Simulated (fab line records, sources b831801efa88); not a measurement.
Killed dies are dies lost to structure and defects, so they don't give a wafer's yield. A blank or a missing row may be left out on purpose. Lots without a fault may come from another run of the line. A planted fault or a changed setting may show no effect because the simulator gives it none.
fab line records | flow sky130
record lots=24 wafers=72 last_day=50
route steps=708 shown VIA1@473 METAL3@563 VIA3@589 CAP2M@616 METAL4@635 METAL5@662
lots that met no fault: from a run of the same line without faults
start_h: hours from the record's first day to the start of the lot's first wafer shown | wait_h: hours since the lot's step before | " the same as in the row above | L1.1+2: a row that stands for several wafers | - no value, or no start given | * or withheld: withheld | < > ~ a bound
route shown NAME@n: a module of which the file shows steps, and the number in the route of the first | usual: mean/standard deviation of fault-free wafers | same: alike in all rows | chamber/n: place in a boat | sites: the reading at each site | _std_site: their standard deviation | _edge_site: outer sites' mean less inner sites' | radius_mm: how far each site lies from the wafer's centre | mask NAME#n: copy n | behind: the tool/chamber that last shaped the wafer | hold: why the lot was held/for how many hours/how that ended | device: the transistor (n, p or np) that didn't switch | end of line: the same wafers' tests at the end of the route | a step without rows: its recipe alone | killed: dies lost to structure and defects at the first sort, not the wafer's yield | map: a wafer's dies, x killed, . not, _ none there
set.NAME: the setting as run; set.NAME@STEP: as run at that earlier step | model.NAME: the simulator's own value behind a step, which no gauge read
steps of the route over a sample of lots; a table a step, a row a wafer
services: from which hour (start_h, from the record's first day; less than 0 if before it) a tool's chamber was out of use, for how many hours, and why
## steps
# step SKY_VIA1_ETCH_15
# recipe target=SiO2 chemistry=C4F8/O2/Ar target_depth_nm=351 stop_on=TiN mask_material=KrF-thick source_w=1500 bias_w=1200 pressure_mtorr=40 c4f8_flow_sccm=withheld O2_flow_sccm=6 Ar_flow_sccm=300 time_s=54
# usual oes_product_au=0.979/0.0066
# columns lot.wafer tool chamber start_h wait_h oes_product_au rf_hours_counter_h
L074.1 rie_diel-03 0 798.69 0.0 0.971 7
L074.2 " 2 " " 0.967 9
L074.3 " 3 " " 0.979 13
L075.1 rie_diel-02 0 803.50 0.0 0.985 12
L075.4 " 3 " " 0.984 14
L075.5 " 1 " " 0.988 -
L076.4 rie_diel-02 3 808.35 0.0 0.986 14
L076.5 " 3 " " 0.984 -
L076.6 " 0 " " 0.983 -
L077.1 rie_diel-03 3 821.50 0.0 0.980 14
L077.4 " 1 " " 0.983 0
L077.5 " 0 " " 0.984 -
L078.3 rie_diel-01 0 825.70 0.0 0.981 26
L078.5 " 1 " " 0.978 -
L078.6 " 3 " " 0.985 -
L079.1 rie_diel-02 2 835.40 0.0 0.979 1
L079.3 " 0 " " 0.982 13
L079.4 " 3 " " 0.982 15
L080.1 rie_diel-03 3 845.95 0.0 0.982 14
L080.2 " 2 " " 0.972 10
L080.4 " 1 " " 0.985 1
L081.3 rie_diel-02 0 854.10 0.0 0.995 13
L081.5 " 2 " " 0.979 -
L081.6 " 1 " " 0.978 -
L082.1 rie_diel-01 0 855.95 0.0 0.978 27
L082.3 " 2 " " 0.986 1
L082.5 " 3 " " 0.977 -
L083.1 rie_diel-01 2 860.65 0.0 0.981 1
L083.2 " 3 " " 0.982 10
L083.4 " 0 " " 0.974 27
L084.2 rie_diel-03 3 879.35 0.0 0.978 15
L084.3 " 0 " " 0.976 9
L084.4 " 0 " " 0.976 -
L085.2 rie_diel-03 0 881.25 0.0 0.971 9
L085.3 " 3 " " 0.986 15
L085.5 " 1 " " 0.971 -
L086.1 rie_diel-03 2 888.30 0.0 0.963 11
L086.3 " 3 " " 0.972 15
L086.6 " 1 " " 0.976 -
L087.1 rie_diel-03 3 900.85 0.0 0.977 16
L087.4 " 0 " " 0.991 9
L087.5 " 3 " " 0.979 -
L088.2 rie_diel-01 2 904.35 0.0 0.985 3
L088.4 " 0 " " 0.981 0
L088.6 " 0 " " 0.979 -
L089.4 rie_diel-03 2 911.40 0.0 0.975 11
L089.5 " 3 " " 0.979 -
L089.6 " 0 " " 0.979 -
L090.1 rie_diel-01 3 918.00 0.0 0.983 12
L090.3 " 0 " " 0.988 1
L090.6 " 1 " " 0.986 -
L091.1 rie_diel-02 1 923.10 0.0 0.985 11
L091.3 " 2 " " 0.982 4
L091.4 " 0 " " 0.996 16
L092.1 rie_diel-01 1 934.25 0.0 0.981 13
L092.2 " 2 " " 0.991 4
L092.6 " 0 " " 0.980 -
L093.3 rie_diel-01 1 940.05 0.0 0.972 13
L093.4 " 0 " " 0.992 1
L093.5 " 0 " " 0.984 -
L094.2 rie_diel-03 0 941.35 0.0 0.974 10
L094.4 " 1 " " 0.969 3
L094.5 " 1 " " 0.955 -
L095.2 rie_diel-02 0 947.70 0.0 0.987 16
L095.3 " 2 " " 0.977 4
L095.4 " 1 " " 0.971 11
L096.2 rie_diel-03 0 956.10 0.0 0.987 11
L096.3 " 2 " " 0.979 12
L096.4 " 3 " " 0.983 17
L097.2 rie_diel-01 1 964.61 0.0 0.974 14
L097.4 " 0 " " 0.968 2
L097.6 " 2 " " 0.980 -
# step SKY_METAL3_CD_MEAS_13
# recipe target_cd_nm=300
# usual cd_nm=299.6/1.4
# columns lot.wafer tool chamber start_h wait_h cd_nm
L074.1 cd_sem-01 - 909.05 - 297.2
L074.2 " - " " 296.4
L074.3 " - " " 297.9
L075.1 cd_sem-01 - 913.70 - 299.5
L075.4 " - " " 300.4
L075.5 " - " " 298.0
L076.4 cd_sem-01 - 919.32 - 298.9
L076.5 " - " " 297.8
L076.6 " - " " 298.5
L077.1 cd_sem-01 - 932.95 - 301.7
L077.4 " - " " 300.3
L077.5 " - " " 300.0
L078.3 cd_sem-02 - 935.25 - 297.7
L078.5 " - " " 300.4
L078.6 " - " " 300.0
L079.1 cd_sem-01 - 942.90 - 300.4
L079.3 " - " " 299.5
L079.4 " - " " 299.5
L080.1 cd_sem-01 - 954.05 - 298.6
L080.2 " - " " 298.5
L080.4 " - " " 299.7
L081.3 cd_sem-01 - 961.00 - 300.9
L081.5 " - " " 302.4
L081.6 " - " " 301.1
L082.1 cd_sem-01 - 963.25 - 299.4
L082.3 " - " " 298.7
L082.5 " - " " 299.4
L083.1 cd_sem-01 - 966.80 - 295.6
L083.2 " - " " 297.4
L083.4 " - " " 296.7
L084.2 cd_sem-01 - 983.47 - 300.6
L084.3 " - " " 299.5
L084.4 " - " " 300.1
L085.2 cd_sem-01 - 986.08 - 298.9
L085.3 " - " " 301.6
L085.5 " - " " 300.7
L086.1 cd_sem-02 - 993.65 - 298.6
L086.3 " - " " 299.5
L086.6 " - " " 299.5
L087.1 cd_sem-02 - 1002.90 - 301.8
L087.4 " - " " 300.3
L087.5 " - " " 301.8
L088.2 cd_sem-01 - 1007.98 - 299.8
L088.4 " - " " 299.9
L088.6 " - " " 300.0
L089.4 cd_sem-02 - 1013.02 - 299.5
L089.5 " - " " 300.4
L089.6 " - " " 300.4
L090.1 cd_sem-01 - 1020.25 - 299.8
L090.3 " - " " 300.7
L090.6 " - " " 301.3
L091.1 cd_sem-02 - 1026.50 - 298.9
L091.3 " - " " 298.9
L091.4 " - " " 297.3
L092.1 cd_sem-01 - 1033.15 - 298.9
L092.2 " - " " 299.1
L092.6 " - " " 298.1
L093.3 cd_sem-02 - 1039.95 - 300.9
L093.4 " - " " 300.8
L093.5 " - " " 301.1
L094.2 cd_sem-02 - 1040.28 - 300.8
L094.4 " - " " 300.4
L094.5 " - " " 300.6
L095.2 cd_sem-02 - 1047.37 - 300.1
L095.3 " - " " 301.2
L095.4 " - " " 300.2
L096.2 cd_sem-02 - 1053.12 - 298.6
L096.3 " - " " 298.5
L096.4 " - " " 297.2
L097.2 cd_sem-01 - 1061.87 - 300.8
L097.4 " - " " 299.8
L097.6 " - " " 301.1
# step SKY_VIA3_STRIP_16
# recipe chemistry=O2/N2 power_w=1400 pressure_mtorr=1500 platen_temp_c=withheld o2_flow_sccm=3000 n2_flow_sccm=300 overash_fraction=0.5
# usual drypump_motor_current_A=5.6/0.37 n2_flow_sccm=299.9/0.88 oes_product_au=0.403/0.0044 strip_time_to_endpoint_s=4.13/0.032
# same overash_fraction=0.5
# columns lot.wafer tool chamber start_h wait_h drypump_motor_current_A n2_flow_sccm oes_product_au rf_hours_counter_h strip_time_to_endpoint_s
L074.1 plasma_asher-02 1 935.86 0.0 5.7 300.6 0.392 105 4.10
L074.2 " 0 " " 6.1 299.4 0.393 105 4.11
L074.3 " 0 " " 6.1 297.8 0.400 - 4.15
L075.1 plasma_asher-01 0 940.98 0.0 5.8 299.9 0.398 83 4.14
L075.4 " 0 " " 5.9 301.7 0.405 - 4.11
L075.5 " 0 " " 5.9 299.9 0.412 - 4.10
L076.4 plasma_asher-02 0 946.00 0.0 6.1 300.4 0.403 - 4.12
L076.5 " 1 " " 5.7 299.3 0.400 - 4.11
L076.6 " 0 " " 6.1 300.3 0.402 - 4.15
L077.1 plasma_asher-02 1 958.93 0.0 5.7 299.7 0.400 107 4.08
L077.4 " 0 " " 6.0 302.1 0.402 - 4.15
L077.5 " 1 " " 5.7 299.8 0.401 - 4.15
L078.3 plasma_asher-01 1 961.60 0.1 5.8 299.9 0.402 - 4.12
L078.5 " 0 " " 5.9 299.9 0.409 - 4.18
L078.6 " 1 " " 5.8 300.4 0.406 - 4.15
L079.1 plasma_asher-04 1 968.83 0.0 5.1 300.3 0.396 54 4.10
L079.3 " 0 " " 5.7 299.8 0.401 - 4.11
L079.4 " 1 " " 5.1 299.9 0.403 - 4.11
L080.1 plasma_asher-04 1 979.91 0.0 5.0 299.8 0.408 56 4.07
L080.2 " 0 " " 5.7 300.5 0.405 56 4.12
L080.4 " 1 " " 5.0 299.9 0.399 - 4.10
L081.3 plasma_asher-04 1 987.26 0.1 5.0 300.3 0.411 - 4.18
L081.5 " 0 " " 5.7 299.6 0.406 - 4.15
L081.6 " 1 " " 5.0 300.2 0.400 - 4.13
L082.1 plasma_asher-01 0 989.11 0.0 5.9 299.5 0.410 89 4.22
L082.3 " 1 " " 5.8 300.3 0.402 - 4.15
L082.5 " 0 " " 5.9 299.9 0.400 - 4.16
L083.1 plasma_asher-04 1 992.81 0.0 5.1 301.6 0.407 57 4.08
L083.2 " 0 " " 5.7 300.1 0.409 57 4.10
L083.4 " 0 " " 5.7 299.4 0.404 - 4.13
L084.2 plasma_asher-01 0 1009.01 0.0 5.9 300.2 0.407 91 4.10
L084.3 " 0 " " 5.9 301.7 0.411 - 4.12
L084.4 " 1 " " 5.8 300.3 0.406 - 4.12
L085.2 plasma_asher-04 1 1010.67 0.0 5.1 300.4 0.404 60 4.14
L085.3 " 0 " " 5.7 300.5 0.398 - 4.11
L085.5 " 1 " " 5.0 299.7 0.407 - 4.18
L086.1 plasma_asher-04 1 1018.67 0.0 5.0 298.6 0.405 61 4.13
L086.3 " 1 " " 5.1 300.3 0.407 - 4.17
L086.6 " 1 " " 5.0 300.1 0.404 - 4.16
L087.1 plasma_asher-04 1 1028.17 0.0 5.1 299.6 0.401 62 4.12
L087.4 " 1 " " 5.1 300.0 0.404 - 4.07
L087.5 " 1 " " 5.1 299.4 0.407 - 4.12
L088.2 plasma_asher-04 0 1032.87 0.0 5.8 300.1 0.402 63 4.18
L088.4 " 1 " " 5.0 299.3 0.399 - 4.16
L088.6 " 1 " " 5.0 299.3 0.404 - 4.18
L089.4 plasma_asher-04 1 1037.29 0.1 5.1 299.3 0.404 - 4.12
L089.5 " 1 " " 5.0 300.5 0.405 - 4.16
L089.6 " 0 " " 5.7 299.0 0.395 - 4.07
L090.1 plasma_asher-04 0 1043.98 0.0 5.7 300.5 0.398 65 4.18
L090.3 " 1 " " 5.1 299.8 0.408 - 4.14
L090.6 " 0 " " 5.7 300.1 0.406 - 4.15
L091.1 plasma_asher-04 1 1050.38 0.0 5.0 299.5 0.403 65 4.17
L091.3 " 0 " " 5.7 298.4 0.403 - 4.11
L091.4 " 1 " " 5.0 300.2 0.414 - 4.15
L092.1 plasma_asher-04 0 1057.16 0.0 5.7 298.4 0.416 66 4.19
L092.2 " 1 " " 5.0 301.3 0.404 66 4.14
L092.6 " 0 " " 5.7 299.7 0.408 - 4.18
L093.3 plasma_asher-04 0 1064.07 0.1 5.7 297.3 0.397 - 4.08
L093.4 " 1 " " 5.0 302.2 0.398 - 4.14
L093.5 " 1 " " 5.0 301.1 0.407 - 4.10
L094.2 plasma_asher-04 1 1064.71 0.0 5.0 300.0 0.398 68 4.10
L094.4 " 1 " " 5.0 299.8 0.400 - 4.14
L094.5 " 0 " " 5.7 299.2 0.397 - 4.11
L095.2 plasma_asher-01 1 1071.23 0.0 5.8 298.5 0.398 99 4.12
L095.3 " 0 " " 5.9 301.8 0.409 - 4.15
L095.4 " 1 " " 5.8 299.9 0.400 - 4.13
L096.2 plasma_asher-01 1 1077.16 0.0 5.8 299.3 0.404 99 4.14
L096.3 " 0 " " 5.8 299.9 0.403 - 4.09
L096.4 " 1 " " 5.8 298.2 0.403 - 4.08
L097.2 plasma_asher-04 0 1086.11 0.0 5.7 299.1 0.402 70 4.17
L097.4 " 0 " " 5.7 299.4 0.413 - 4.14
L097.6 " 0 " " 5.7 299.1 0.405 - 4.16
# step SKY_CAP2M_METAL_ETCH_13
# recipe target_depth_nm=220 stop_on=SiO2 chemistry=Cl2/BCl3 target=TiN pressure_mtorr=10 icp_w=900 bias_w=48.5 Cl2_flow_sccm=60 bcl3_flow_sccm=30 time_s=62.9
# usual drypump_motor_current_A=5.89/0.29 mfc_cl2_sccm=60.00/0.18 oes_product_au=0.941/0.0079 throttle_valve_pct=21.902/0.01
# columns lot.wafer tool chamber start_h wait_h drypump_motor_current_A mfc_cl2_sccm oes_product_au rf_hours_counter_h throttle_valve_pct
L074.1 rie_metal-01 0 962.76 0.0 5.92 59.97 0.933 6 21.907
L074.2 " 1 " " 5.40 60.03 0.926 9 21.914
L074.3 " 1 " " 5.37 59.91 0.930 - 21.900
L075.1 rie_metal-04 1 967.04 0.0 5.77 60.23 0.936 19 21.912
L075.4 " 0 " " 6.26 60.01 0.944 - 21.910
L075.5 " 0 " " 6.27 59.68 0.946 - 21.916
L076.4 rie_metal-01 1 971.72 0.0 5.42 59.94 0.931 - 21.924
L076.5 " 1 " " 5.45 59.89 0.933 - 21.915
L076.6 " 0 " " 5.93 60.23 0.931 - 21.919
L077.1 rie_metal-02 0 984.76 0.0 5.58 60.10 0.932 7 21.895
L077.4 " 0 " " 5.59 60.24 0.952 - 21.892
L077.5 " 0 " " 5.59 60.14 0.950 - 21.920
L078.3 rie_metal-04 1 987.31 0.0 5.76 59.91 0.942 - 21.904
L078.5 " 0 " " 6.25 59.89 0.947 - 21.886
L078.6 " 1 " " 5.77 59.76 0.962 - 21.900
L079.1 rie_metal-04 0 994.19 0.0 6.25 59.74 0.928 14 21.902
L079.3 " 0 " " 6.25 59.95 0.949 - 21.895
L079.4 " 0 " " 6.26 59.94 0.944 - 21.891
L080.1 rie_metal-04 0 1004.91 0.0 6.25 60.38 0.947 15 21.899
L080.2 " 0 " " 6.26 60.47 0.940 - 21.886
L080.4 " 0 " " 6.27 60.32 0.932 - 21.904
L081.3 rie_metal-04 0 1011.90 0.1 6.26 59.88 0.940 - 21.903
L081.5 " 0 " " 6.26 60.03 0.939 - 21.912
L081.6 " 0 " " 6.26 59.89 0.924 - 21.902
L082.1 rie_metal-02 1 1014.33 0.0 5.98 59.84 0.938 17 21.895
L082.3 " 0 " " 5.60 59.98 0.942 - 21.891
L082.5 " 1 " " 5.99 60.05 0.935 - 21.904
L083.1 rie_metal-01 1 1017.49 0.0 5.43 59.98 0.931 12 21.908
L083.2 " 0 " " 5.94 59.96 0.936 9 21.891
L083.4 " 1 " " 5.44 59.87 0.928 - 21.911
L084.2 rie_metal-04 1 1033.48 0.0 5.77 60.09 0.931 1 21.908
L084.3 " 0 " " 6.24 60.15 0.940 - 21.908
L084.4 " 1 " " 5.79 59.64 0.956 - 21.898
L085.2 rie_metal-04 1 1035.11 0.0 5.76 60.24 0.955 1 21.885
L085.3 " 0 " " 6.27 59.93 0.930 - 21.890
L085.5 " 0 " " 6.27 60.11 0.934 - 21.895
L086.1 rie_metal-04 1 1042.81 0.0 5.78 59.86 0.946 1 21.895
L086.3 " 1 " " 5.78 60.11 0.947 - 21.901
L086.6 " 1 " " 5.78 60.17 0.938 - 21.904
L087.1 rie_metal-04 1 1051.39 0.0 5.79 59.82 0.942 2 21.894
L087.4 " 0 " " 6.24 60.22 0.940 - 21.900
L087.5 " 1 " " 5.79 59.86 0.932 - 21.893
L088.2 rie_metal-02 0 1056.14 0.0 5.60 60.30 0.945 11 21.890
L088.4 " 1 " " 6.00 60.05 0.943 - 21.896
L088.6 " 0 " " 5.63 59.94 0.941 - 21.900
L089.4 rie_metal-01 0 1060.92 0.0 5.88 60.01 0.942 - 21.899
L089.5 " 0 " " 5.92 59.91 0.940 - 21.884
L089.6 " 1 " " 5.41 59.81 0.946 - 21.890
L090.1 rie_metal-02 1 1067.56 0.0 5.96 59.66 0.934 21 21.898
L090.3 " 1 " " 5.99 59.80 0.940 - 21.906
L090.6 " 0 " " 5.61 59.84 0.940 - 21.918
L091.1 rie_metal-02 1 1074.04 0.0 5.98 60.13 0.945 21 21.910
L091.3 " 1 " " 6.00 59.89 0.936 - 21.910
L091.4 " 0 " " 5.58 60.11 0.947 - 21.907
L092.1 rie_metal-04 0 1080.56 0.0 6.27 59.98 0.941 19 21.895
L092.2 " 1 " " 5.77 59.80 0.947 3 21.887
L092.6 " 1 " " 5.77 59.88 0.922 - 21.906
L093.3 rie_metal-04 1 1087.31 0.0 5.76 59.63 0.930 - 21.907
L093.4 " 0 " " 6.24 59.76 0.935 - 21.910
L093.5 " 0 " " 6.25 60.15 0.929 - 21.907
L094.2 rie_metal-02 1 1087.58 0.0 5.99 60.11 0.937 22 21.888
L094.4 " 0 " " 5.61 59.85 0.938 - 21.905
L094.5 " 0 " " 5.63 60.20 0.944 - 21.880
L095.2 rie_metal-01 0 1093.76 0.0 5.92 59.93 0.946 15 21.898
L095.3 " 0 " " 5.89 60.15 0.946 - 21.901
L095.4 " 1 " " 5.43 59.83 0.951 - 21.885
L096.2 rie_metal-01 0 1099.60 0.0 5.89 60.11 0.956 15 21.868
L096.3 " 1 " " 5.38 60.36 0.942 - 21.896
L096.4 " 0 " " 5.91 59.77 0.946 - 21.904
L097.2 rie_metal-02 0 1108.28 0.0 5.62 59.96 0.931 15 21.910
L097.4 " 0 " " 5.63 59.80 0.944 - 21.882
L097.6 " 1 " " 5.97 60.02 0.952 - 21.895
# step SKY_METAL4_STRIP_19
# recipe chemistry=O2/N2 power_w=1400 pressure_mtorr=1500 platen_temp_c=withheld o2_flow_sccm=3000 n2_flow_sccm=300 overash_fraction=0.5
# usual drypump_motor_current_A=5.7/0.31 n2_flow_sccm=299.9/0.92 oes_product_au=0.501/0.0064 strip_time_to_endpoint_s=6.49/0.13
# same overash_fraction=0.5
# columns lot.wafer tool chamber start_h wait_h drypump_motor_current_A n2_flow_sccm oes_product_au rf_hours_counter_h strip_time_to_endpoint_s
L074.1 plasma_asher-04 1 987.98 0.1 5.0 300.2 0.505 57 6.53
L074.2 " 0 " " 5.8 299.9 0.491 57 6.40
L074.3 " 0 " " 5.8 299.5 0.501 - 6.53
L075.1 plasma_asher-03 0 992.16 0.1 5.9 297.7 0.495 23 6.42
L075.4 " 1 " " 5.9 299.3 0.493 - 6.37
L075.5 " 0 " " 5.9 299.6 0.500 - 6.43
L076.4 plasma_asher-01 1 997.24 0.2 5.8 299.9 0.490 - 6.40
L076.5 " 0 " " 5.9 301.1 0.501 - 6.43
L076.6 " 1 " " 5.8 301.2 0.502 - 6.46
L077.1 plasma_asher-04 0 1009.58 0.1 5.7 300.8 0.507 60 6.46
L077.4 " 1 " " 5.0 299.3 0.499 - 6.49
L077.5 " 1 " " 5.0 299.7 0.504 - 6.52
L078.3 plasma_asher-03 0 1011.36 0.1 6.0 299.3 0.504 - 6.70
L078.5 " 1 " " 5.8 299.6 0.506 - 6.72
L078.6 " 0 " " 6.0 299.9 0.504 - 6.54
L079.1 plasma_asher-03 0 1018.58 0.1 5.9 298.8 0.498 27 6.31
L079.3 " 1 " " 5.9 300.2 0.497 - 6.49
L079.4 " 0 " " 6.0 299.6 0.492 - 6.28
L080.1 plasma_asher-03 1 1029.06 0.1 5.9 298.9 0.496 28 6.36
L080.2 " 0 " " 6.0 300.6 0.503 28 6.59
L080.4 " 1 " " 5.9 299.0 0.508 - 6.58
L081.3 plasma_asher-01 1 1036.07 0.1 5.8 300.3 0.505 - 6.54
L081.5 " 0 " " 5.8 300.8 0.512 - 6.65
L081.6 " 1 " " 5.8 299.4 0.492 - 6.32
L082.1 plasma_asher-03 1 1037.63 0.1 5.9 301.7 0.496 29 6.31
L082.3 " 0 " " 6.0 298.2 0.503 - 6.49
L082.5 " 0 " " 6.0 300.1 0.510 - 6.56
L083.1 plasma_asher-03 1 1041.48 0.1 5.8 299.5 0.503 30 6.57
L083.2 " 0 " " 6.0 301.2 0.490 30 6.35
L083.4 " 1 " " 5.8 299.4 0.504 - 6.60
L084.2 plasma_asher-03 0 1056.36 0.1 6.0 300.2 0.505 31 6.40
L084.3 " 1 " " 5.9 298.5 0.494 - 6.22
L084.4 " 0 " " 6.0 299.7 0.493 - 6.45
L085.2 plasma_asher-04 1 1058.38 0.1 5.1 298.9 0.500 67 6.32
L085.3 " 1 " " 5.0 300.4 0.497 - 6.45
L085.5 " 1 " " 5.0 299.2 0.494 - 6.36
L086.1 plasma_asher-03 0 1065.93 0.1 5.9 299.4 0.505 33 6.75
L086.3 " 1 " " 5.9 299.5 0.499 - 6.48
L086.6 " 0 " " 6.0 299.5 0.495 - 6.44
L087.1 plasma_asher-04 1 1074.23 0.1 5.0 300.8 0.493 69 6.30
L087.4 " 1 " " 5.0 298.9 0.505 - 6.58
L087.5 " 1 " " 5.0 301.4 0.501 - 6.42
L088.2 plasma_asher-01 1 1078.58 0.1 5.8 300.8 0.502 100 6.56
L088.4 " 0 " " 5.8 299.5 0.498 - 6.59
L088.6 " 1 " " 5.8 300.6 0.492 - 6.36
L089.4 plasma_asher-03 1 1083.66 0.1 5.9 299.6 0.502 - 6.56
L089.5 " 1 " " 5.9 299.5 0.505 - 6.62
L089.6 " 0 " " 6.0 300.0 0.508 - 6.46
L090.1 plasma_asher-03 0 1090.21 0.1 6.0 300.4 0.502 36 6.49
L090.3 " 1 " " 5.9 299.9 0.503 - 6.44
L090.6 " 0 " " 6.0 298.7 0.501 - 6.43
L091.1 plasma_asher-01 1 1096.28 0.1 5.8 300.1 0.509 102 6.46
L091.3 " 1 " " 5.8 300.8 0.499 - 6.62
L091.4 " 0 " " 5.9 301.4 0.499 - 6.42
L092.1 plasma_asher-01 0 1101.33 0.1 5.9 300.1 0.499 103 6.51
L092.2 " 1 " " 5.8 299.5 0.493 103 6.46
L092.6 " 1 " " 5.8 298.9 0.503 - 6.57
L093.3 plasma_asher-04 0 1108.69 0.1 5.7 301.2 0.498 - 6.37
L093.4 " 1 " " 5.0 301.2 0.499 - 6.50
L093.5 " 0 " " 5.7 300.9 0.496 - 6.44
L094.2 plasma_asher-04 1 1109.01 0.1 5.0 300.0 0.495 73 6.39
L094.4 " 1 " " 5.1 299.4 0.499 - 6.37
L094.5 " 0 " " 5.7 299.7 0.506 - 6.51
L095.2 plasma_asher-01 0 1115.14 0.1 5.9 299.6 0.511 104 6.52
L095.3 " 0 " " 5.9 299.4 0.514 - 6.79
L095.4 " 1 " " 5.8 299.6 0.501 - 6.51
L096.2 plasma_asher-04 0 1120.96 0.1 5.7 300.2 0.501 75 6.54
L096.3 " 1 " " 5.0 300.7 0.504 - 6.42
L096.4 " 0 " " 5.7 298.2 0.498 - 6.56
L097.2 plasma_asher-03 1 1128.83 0.1 5.9 300.7 0.502 41 6.50
L097.4 " 0 " " 6.0 299.6 0.500 - 6.41
L097.6 " 1 " " 5.9 300.0 0.502 - 6.43
# step SKY_METAL5_SPUTTER_01
# recipe material=TiN target_thk_nm=20 power_w=6500 time_s=16.7 chamber_pressure_pa=0.4
# usual cathode_dc_power_W=6500.0/1.1 throttle_valve_pct=30.1/0.83
# columns lot.wafer tool chamber start_h wait_h cathode_dc_power_W throttle_valve_pct
L074.1 pvd_sputter-01 - 1013.66 0.0 6501.0 29.5
L074.2 " - " " 6499.2 29.4
L074.3 " - " " 6499.0 30.6
L075.1 pvd_sputter-01 - 1018.46 0.0 6499.6 30.0
L075.4 " - " " 6500.8 30.6
L075.5 " - " " 6502.2 29.5
L076.4 pvd_sputter-02 - 1022.13 0.0 6501.8 30.1
L076.5 " - " " 6499.3 31.2
L076.6 " - " " 6501.0 30.3
L077.1 pvd_sputter-02 - 1035.09 0.0 6498.8 30.4
L077.4 " - " " 6499.6 30.3
L077.5 " - " " 6501.3 30.3
L078.3 pvd_sputter-03 - 1036.72 0.0 6499.7 28.9
L078.5 " - " " 6499.1 30.7
L078.6 " - " " 6499.3 30.9
L079.1 pvd_sputter-01 - 1044.45 0.0 6499.0 29.1
L079.3 " - " " 6501.2 29.1
L079.4 " - " " 6499.4 30.2
L080.1 pvd_sputter-03 - 1053.52 0.0 6499.1 28.5
L080.2 " - " " 6498.2 30.6
L080.4 " - " " 6501.7 30.7
L081.3 pvd_sputter-01 - 1061.02 0.0 6498.3 29.3
L081.5 " - " " 6499.0 29.0
L081.6 " - " " 6499.8 29.8
L082.1 pvd_sputter-03 - 1062.32 0.0 6498.9 30.6
L082.3 " - " " 6500.7 28.6
L082.5 " - " " 6501.4 30.6
L083.1 pvd_sputter-03 - 1065.74 0.0 6501.3 28.9
L083.2 " - " " 6499.4 28.6
L083.4 " - " " 6500.8 30.6
L084.2 pvd_sputter-02 - 1081.26 0.0 6499.7 31.4
L084.3 " - " " 6499.3 30.5
L084.4 " - " " 6498.4 30.9
L085.2 pvd_sputter-03 - 1082.64 0.0 6500.8 30.7
L085.3 " - " " 6500.4 28.9
L085.5 " - " " 6500.1 28.7
L086.1 pvd_sputter-02 - 1089.75 0.0 6500.5 31.2
L086.3 " - " " 6498.2 30.0
L086.6 " - " " 6499.4 30.7
L087.1 pvd_sputter-01 - 1098.07 0.0 6500.7 30.8
L087.4 " - " " 6500.1 29.3
L087.5 " - " " 6500.2 29.2
L088.2 pvd_sputter-01 - 1101.26 0.0 6498.3 30.0
L088.4 " - " " 6501.9 30.2
L088.6 " - " " 6498.6 28.9
L089.4 pvd_sputter-01 - 1106.84 0.0 6500.7 29.2
L089.5 " - " " 6501.2 29.9
L089.6 " - " " 6500.6 30.6
L090.1 pvd_sputter-01 - 1113.18 0.0 6498.6 30.1
L090.3 " - " " 6499.6 29.1
L090.6 " - " " 6500.3 29.4
L091.1 pvd_sputter-02 - 1119.38 0.0 6501.1 31.4
L091.3 " - " " 6500.0 30.6
L091.4 " - " " 6500.2 31.2
L092.1 pvd_sputter-01 - 1123.76 0.0 6498.3 29.0
L092.2 " - " " 6499.5 30.3
L092.6 " - " " 6500.1 30.3
L093.3 pvd_sputter-02 - 1131.31 0.0 6499.5 31.1
L093.4 " - " " 6501.6 30.5
L093.5 " - " " 6499.3 31.4
L094.2 pvd_sputter-01 - 1132.06 0.0 6497.4 29.4
L094.4 " - " " 6500.0 29.2
L094.5 " - " " 6498.7 30.1
L095.2 pvd_sputter-01 - 1136.94 0.0 6498.5 29.1
L095.3 " - " " 6498.5 28.9
L095.4 " - " " 6500.5 30.3
L096.2 pvd_sputter-01 - 1142.55 0.0 6500.0 29.2
L096.3 " - " " 6499.1 30.4
L096.4 " - " " 6501.8 30.0
L097.2 pvd_sputter-02 - 1150.86 0.0 6500.0 30.7
L097.4 " - " " 6500.6 30.3
L097.6 " - " " 6498.3 31.4
## services
# columns tool chamber start_h hours kind
rie_diel-03 - 785.62 1.9 repair
plasma_asher-03 - 795.80 2.8 repair
rie_diel-01 1 805.22 8.6 repair
pvd_sputter-02 - 836.53 0.7 repair
plasma_asher-04 - 851.89 6.8 repair
plasma_asher-01 - 865.62 2.9 repair
rie_diel-03 2 869.89 10.1 repair
rie_diel-01 1 876.20 8.1 repair
pvd_sputter-01 - 918.66 5.4 repair
pvd_sputter-01 - 922.28 7.5 repair
plasma_asher-03 - 923.77 8.7 repair
plasma_asher-04 - 940.73 9.9 repair
plasma_asher-03 - 979.71 6.8 repair
rie_metal-04 1 992.68 13.4 repair
rie_diel-03 1 1015.80 6.6 repair
plasma_asher-01 - 1046.46 0.5 repair
rie_diel-01 2 1050.13 3.5 repair
rie_metal-04 - 1064.25 10.0 pm
plasma_asher-01 - 1068.19 3.0 repair
rie_diel-03 2 1096.13 4.1 repair
pvd_sputter-01 - 1105.74 0.7 repair
rie_diel-01 1 1109.17 27.6 repair
rie_metal-04 - 1147.36 2.8 pm
rie_diel-03 2 1150.69 15.8 repair
## key
fault none
